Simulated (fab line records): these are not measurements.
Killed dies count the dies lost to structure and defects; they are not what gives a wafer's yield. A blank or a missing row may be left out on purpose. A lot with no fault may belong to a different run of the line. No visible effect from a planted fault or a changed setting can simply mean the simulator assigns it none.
The tool behind it: which one?    flow sky130    39 wafers from 13 lots sampled at 2 of the route's 708 steps

WHAT THE GAUGES READ, wafer by wafer
SKY_LDD_N_TW_MEAS_17. Usual: LDD_N_TW gives 2545 (standard deviation 21).
lot   measured      on             LDD_N_TW        flag
L336  day 19 05:24  film-metro-02  2546 2546 2541  
L337  day 19 05:41  film-metro-04  2535 2522 2543  
L341  day 19 20:06  film-metro-04  2534 2526 2539  
L342  day 20 06:10  film-metro-04  2516 2521 2509  
L343  day 20 22:53  film-metro-04  2510 2498 2521  
L344  day 21 04:32  film-metro-02  2544 2552 2542  
L345  day 21 07:22  film-metro-02  2537 2545 2557  
L346  day 21 13:05  film-metro-04  2521 2541 2530  
L347  day 21 21:29  film-metro-02  2554 2540 2540  
L349  day 23 08:25  film-metro-04  2522 2531 2532  
L350  day 23 08:45  film-metro-01  2598 2585 2608  
L355  day 24 17:14  film-metro-02  2571 2558 2560  
L356  day 25 09:00  film-metro-02  2544 2566 2561  

WHICH TOOL RAN EACH LOT (tool, then ch and the chambers of the sampled wafers, then the start)
lot   SKY_NWELL_OXIDATION_01
L336  furnace-01 ch 0, day 2 23:32
L337  furnace-01 ch 0, day 3 06:51
L341  furnace-02 ch 0, day 3 16:55
L342  furnace-01 ch 0, day 3 20:28
L343  furnace-02 ch 0, day 4 04:50
L344  furnace-01 ch 0, day 4 09:05
L345  furnace-02 ch 0, day 4 10:00
L346  furnace-02 ch 0, day 4 15:41
L347  furnace-01 ch 0, day 4 21:02
L349  furnace-01 ch 0, day 5 07:21
L350  furnace-01 ch 0, day 5 11:36
L355  furnace-01 ch 0, day 6 14:58
L356  furnace-01 ch 0, day 7 04:55
- SKY_NWELL_OXIDATION_01: stabilise 600 s, purge 300 s, target thk 10 nm.

WHAT THE TOOLS THEMSELVES READ (means of the sampled wafers that have a number; where no wafer has one, the mark that the record gives instead)
SKY_NWELL_OXIDATION_01. Usual: spike-tc-top-C 908.6 C, standard deviation 1.3.
lot   tool        spike-tc-top-C (C)  flag
L336  furnace-01  908.1               
L337  furnace-01  908.8               
L341  furnace-02  908.8               
L342  furnace-01  908.0               
L343  furnace-02  910.3               
L344  furnace-01  908.2               
L345  furnace-02  910.0               
L346  furnace-02  910.1               
L347  furnace-01  907.4               
L349  furnace-01  907.6               
L350  furnace-01  907.9               
L355  furnace-01  907.5               
L356  furnace-01  908.8               

THE ANSWER, worked out from the rows above alone
Rule: take the mean of a lot's wafers that have a number; if it is more than 3 standard deviations from the usual mean, the lot is off. A lot without any number at a reading at which 4 lots or more have one is off too. The other lots that the step has rows for count as sound. First the gauges in route order, then the tools' own readings, where a lot's mean is used as printed above. At the first step where some lot is off, the reading lying furthest off is the one used; lots without a number count as furthest.
None of the lots is off at any reading shown; this tells nothing.

WHAT THE SIMULATOR PUT IN
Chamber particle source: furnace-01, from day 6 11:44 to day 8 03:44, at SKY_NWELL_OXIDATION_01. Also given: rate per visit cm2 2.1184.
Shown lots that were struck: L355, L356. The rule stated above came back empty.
